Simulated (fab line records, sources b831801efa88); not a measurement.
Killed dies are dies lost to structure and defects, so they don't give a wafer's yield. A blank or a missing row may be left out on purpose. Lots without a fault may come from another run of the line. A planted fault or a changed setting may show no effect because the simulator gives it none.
fab line records | flow gf180mcu
record lots=11 wafers=33 last_day=34
route steps=602 shown VT_IMPLANT@94 CONTACT@313 V1@361 M2@368
lots that met no fault: from a run of the same line without faults
start_h: hours from the record's first day to the start of the lot's first wafer shown | wait_h: hours since the lot's step before | " the same as in the row above | L1.1+2: a row that stands for several wafers | - no value, or no start given | * or withheld: withheld | < > ~ a bound
route shown NAME@n: a module of which the file shows steps, and the number in the route of the first | usual: mean/standard deviation of fault-free wafers | same: alike in all rows | chamber/n: place in a boat | sites: the reading at each site | _std_site: their standard deviation | _edge_site: outer sites' mean less inner sites' | radius_mm: how far each site lies from the wafer's centre | mask NAME#n: copy n | behind: the tool/chamber that last shaped the wafer | hold: why the lot was held/for how many hours/how that ended | device: the transistor (n, p or np) that didn't switch | end of line: the same wafers' tests at the end of the route | a step without rows: its recipe alone | killed: dies lost to structure and defects at the first sort, not the wafer's yield | map: a wafer's dies, x killed, . not, _ none there
set.NAME: the setting as run; set.NAME@STEP: as run at that earlier step | model.NAME: the simulator's own value behind a step, which no gauge read
steps of the route over a sample of lots; a table a step, a row a wafer
services: from which hour (start_h, from the record's first day; less than 0 if before it) a tool's chamber was out of use, for how many hours, and why
## steps
# step GF_VT_IMPLANT_EXPOSE_04
# recipe mask_id=LVPWELL_LV_AREA target_cd_nm=600 na=0.6 source_shape=conventional sigma_outer=0.6 dose_mj=140
# usual exposure_dose_mJ_cm2=140.02/0.16 focus_offset_nm=0.1/0.55
# columns lot.wafer tool chamber start_h wait_h mask exposure_dose_mJ_cm2 focus_offset_nm
L639.2 iline_stepper-01 0 103.95 - LVPWELL_LV_AREA#0 140.12 1.1
L639.3 " 0 " " LVPWELL_LV_AREA#0 140.09 -0.1
L639.6 " 0 " " LVPWELL_LV_AREA#0 139.91 -0.2
L640.1 iline_stepper-02 0 110.57 - LVPWELL_LV_AREA#0 140.08 1.2
L640.3 " 0 " " LVPWELL_LV_AREA#0 139.98 -0.4
L640.6 " 0 " " LVPWELL_LV_AREA#0 139.78 0.2
L641.4 iline_stepper-02 0 117.47 - LVPWELL_LV_AREA#0 139.69 0.2
L641.5 " 0 " " LVPWELL_LV_AREA#0 140.03 1.0
L641.6 " 0 " " LVPWELL_LV_AREA#0 139.86 0.2
L642.4 iline_stepper-02 0 121.99 - LVPWELL_LV_AREA#0 139.82 0.3
L642.5 " 0 " " LVPWELL_LV_AREA#0 139.98 0.3
L642.6 " 0 " " LVPWELL_LV_AREA#0 140.08 -0.6
L646.3 iline_stepper-02 0 149.42 - LVPWELL_LV_AREA#0 148.53 0.4
L646.4 " 0 " " LVPWELL_LV_AREA#0 148.23 0.9
L646.6 " 0 " " LVPWELL_LV_AREA#0 148.29 0.3
L647.2 iline_stepper-02 0 154.43 - LVPWELL_LV_AREA#0 148.38 -0.2
L647.3 " 0 " " LVPWELL_LV_AREA#0 148.38 0.0
L647.4 " 0 " " LVPWELL_LV_AREA#0 148.20 -0.7
L654.1 iline_stepper-01 0 196.08 - LVPWELL_LV_AREA#0 139.97 -0.1
L654.2 " 0 " " LVPWELL_LV_AREA#0 140.09 0.0
L654.6 " 0 " " LVPWELL_LV_AREA#0 139.88 -0.4
L655.4 iline_stepper-01 0 203.26 - LVPWELL_LV_AREA#0 140.33 0.0
L655.5 " 0 " " LVPWELL_LV_AREA#0 140.27 0.9
L655.6 " 0 " " LVPWELL_LV_AREA#0 140.27 0.7
L656.3 iline_stepper-01 0 208.72 - LVPWELL_LV_AREA#0 140.01 -0.4
L656.5 " 0 " " LVPWELL_LV_AREA#0 139.94 -0.6
L656.6 " 0 " " LVPWELL_LV_AREA#0 140.03 0.0
L657.1 iline_stepper-01 0 214.76 - LVPWELL_LV_AREA#0 140.11 1.0
L657.4 " 0 " " LVPWELL_LV_AREA#0 139.96 0.0
L657.6 " 0 " " LVPWELL_LV_AREA#0 139.92 0.4
L659.1 iline_stepper-01 0 227.93 - LVPWELL_LV_AREA#0 140.24 0.0
L659.3 " 0 " " LVPWELL_LV_AREA#0 140.01 1.0
L659.4 " 0 " " LVPWELL_LV_AREA#0 140.18 0.3
# step GF_CONTACT_THK_MEAS_26
# recipe thk_meas_gauge=xrf reads=W_of_CONTACT_CVD_24
# usual CONTACT_W_THK=297/4.2
# columns lot.wafer tool chamber start_h wait_h CONTACT_W_THK[nm]
L639.2 film_metro-01 - 365.54 0.1 304
L639.3 " - " " 294
L639.6 " - " " 301
L640.1 film_metro-04 - 377.05 0.1 298
L640.3 " - " " 298
L640.6 " - " " 299
L641.4 film_metro-04 - 380.76 0.1 292
L641.5 " - " " 288
L641.6 " - " " 294
L642.4 film_metro-03 - 391.79 0.1 298
L642.5 " - " " 297
L642.6 " - " " 302
L646.3 film_metro-03 - 432.67 0.1 289
L646.4 " - " " 296
L646.6 " - " " 293
L647.2 film_metro-01 - 438.63 0.1 303
L647.3 " - " " 302
L647.4 " - " " 300
L654.1 film_metro-03 - 501.25 0.1 291
L654.2 " - " " 290
L654.6 " - " " 292
L655.4 film_metro-04 - 510.92 0.1 290
L655.5 " - " " 295
L655.6 " - " " 295
L656.3 film_metro-03 - 512.93 0.1 297
L656.5 " - " " 296
L656.6 " - " " 295
L657.1 film_metro-01 - 520.79 0.1 303
L657.4 " - " " 300
L657.6 " - " " 299
L659.1 film_metro-03 - 541.02 0.1 303
L659.3 " - " " 299
L659.4 " - " " 300
# step GF_V1_CMP_26
# recipe stop_on=SiO2 down_force_psi=3.5 platen_rpm=60 t_overpolish_s=15 target_thk_nm=0 pad_velocity_m_s=0.94248
# usual motor_current_A=10.7/0.84 overpolish_run_s=15.001/0.0099 slurry_filter_dp_kPa=13.49/0.12 time_to_endpoint_s=87/4
# columns lot.wafer tool chamber start_h wait_h motor_current_A overpolish_run_s slurry_filter_dp_kPa time_to_endpoint_s
L639.2 cmp-02 3 414.76 0.1 11.4 15.011 13.62 86
L639.3 " 0 " " 10.3 14.994 13.27 82
L639.6 " 2 " " 10.8 14.999 13.52 88
L640.1 cmp-02 0 426.96 0.1 10.5 14.999 13.59 82
L640.3 " 2 " " 10.4 15.013 13.45 86
L640.6 " 1 " " 10.4 15.015 13.59 90
L641.4 cmp-01 1 432.56 0.0 11.6 14.994 13.48 86
L641.6 " 1 " " 11.3 14.986 13.40 88
L641.5 " 2 " " 9.4 14.998 13.51 97
L642.4 cmp-01 0 442.72 0.0 10.5 14.988 13.60 92
L642.6 " 0 " " 9.8 14.992 13.54 93
L642.5 " 1 " " 11.5 14.996 13.37 87
L646.3 cmp-02 1 484.56 0.0 10.2 14.992 13.53 91
L646.4 " 0 " " 10.0 15.001 13.46 84
L646.6 " 2 " " 11.0 15.011 13.33 85
L647.2 cmp-02 1 490.33 0.0 10.4 15.017 13.49 91
L647.3 " 2 " " 11.0 15.008 13.33 83
L647.4 " 0 " " 10.1 15.007 13.52 79
L654.1 cmp-02 1 551.03 0.1 10.1 15.019 13.75 88
L654.2 " 0 " " 10.3 14.994 13.25 86
L654.6 " 2 " " 11.0 15.004 13.43 85
L655.4 cmp-01 0 559.01 0.0 10.3 14.995 13.49 91
L655.6 " 0 " " 10.3 15.012 13.47 92
L655.5 " 1 " " 11.4 15.002 13.62 89
L656.3 cmp-01 2 561.53 0.0 9.5 15.003 13.68 89
L656.6 " 2 " " 9.6 15.013 13.62 90
L656.5 " 3 " " 12.7 14.999 13.65 83
L657.1 cmp-02 1 568.60 0.1 9.7 15.010 13.61 84
L657.4 " 2 " " 10.7 15.001 13.48 82
L657.6 " 3 " " 11.0 14.999 13.66 81
L659.4 cmp-01 3 588.01 0.0 12.5 15.013 13.47 87
L659.1 " 1 " " 10.8 15.003 13.54 86
L659.3 " 2 " " 9.4 15.007 13.47 94
# step GF_M2_THK_MEAS_06
# recipe thk_meas_gauge=xrf reads=AlCu_of_M2_SPUTTER_02
# usual M2_ALCU_THK=456/4.7
# columns lot.wafer tool chamber start_h wait_h M2_ALCU_THK[nm]
L639.2 film_metro-02 - 415.36 0.1 459
L639.3 " - " " 452
L639.6 " - " " 453
L640.1 film_metro-01 - 427.60 0.1 467
L640.3 " - " " 464
L640.6 " - " " 466
L641.4 film_metro-02 - 433.23 0.1 454
L641.5 " - " " 451
L641.6 " - " " 458
L642.4 film_metro-02 - 443.40 0.1 460
L642.5 " - " " 460
L642.6 " - " " 461
L646.3 film_metro-03 - 485.22 0.1 456
L646.4 " - " " 462
L646.6 " - " " 457
L647.2 film_metro-01 - 490.98 0.1 462
L647.3 " - " " 456
L647.4 " - " " 462
L654.1 film_metro-02 - 551.67 0.1 453
L654.2 " - " " 466
L654.6 " - " " 461
L655.4 film_metro-02 - 559.68 0.1 460
L655.5 " - " " 452
L655.6 " - " " 456
L656.3 film_metro-02 - 562.19 0.1 452
L656.5 " - " " 453
L656.6 " - " " 453
L657.1 film_metro-01 - 569.14 0.1 457
L657.4 " - " " 460
L657.6 " - " " 459
L659.1 film_metro-02 - 588.65 0.1 451
L659.3 " - " " 457
L659.4 " - " " 456
## services
# columns tool chamber start_h hours kind
iline_stepper-01 - 109.00 14.9 repair
iline_stepper-02 - 125.18 1.7 pm
cmp-01 - 129.74 6.4 pm
iline_stepper-01 - 136.21 6.0 repair
iline_stepper-02 - 177.42 2.9 repair
iline_stepper-02 - 185.17 2.1 pm
cmp-02 - 192.95 1.1 repair
cmp-02 - 226.64 0.5 repair
iline_stepper-01 - 229.33 11.4 repair
cmp-02 - 232.07 4.0 pm
cmp-02 - 234.12 1.9 repair
cmp-01 - 252.61 5.8 pm
iline_stepper-02 - 343.36 1.7 pm
iline_stepper-01 - 348.12 4.4 pm
cmp-02 - 351.19 0.4 repair
iline_stepper-01 - 352.56 1.7 pm
cmp-02 - 380.15 6.2 pm
cmp-01 - 404.00 4.0 pm
cmp-02 - 441.96 1.8 pm
cmp-02 - 448.48 0.2 repair
cmp-02 - 453.60 0.2 repair
cmp-02 - 479.98 0.5 repair
iline_stepper-01 - 567.81 1.7 pm
cmp-02 - 572.09 4.0 pm
## key
first_sign step=GF_VT_IMPLANT_EXPOSE_04 reading=exposure_dose_mJ_cm2 direction=up sigmas=52 usual=140.02 struck=148.33
effect none on later readings
met_at GF_VT_IMPLANT_EXPOSE_04
struck_lots L646,L647
tester_left_out L646,L647
not_acting_at GF_CONTACT_THK_MEAS_26,GF_V1_CMP_26,GF_M2_THK_MEAS_06
onset_between 121.99 149.42
fault kind=process_parameter_drift tool=iline_stepper-02 chamber=- onset_h=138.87 steps=GF_VT_IMPLANT_EXPOSE_04 channel=dose_mj offset=8.3349 shape=step acts_in=these_recipes_only stated=140
# tester_left_out: of these lots the tester's yield and bins aren't shown, on N5 and GAA mostly nor the transistor test; their killed dies are dies lost to structure and defects alone, not to doping, threshold or leakage, so they don't give the yield
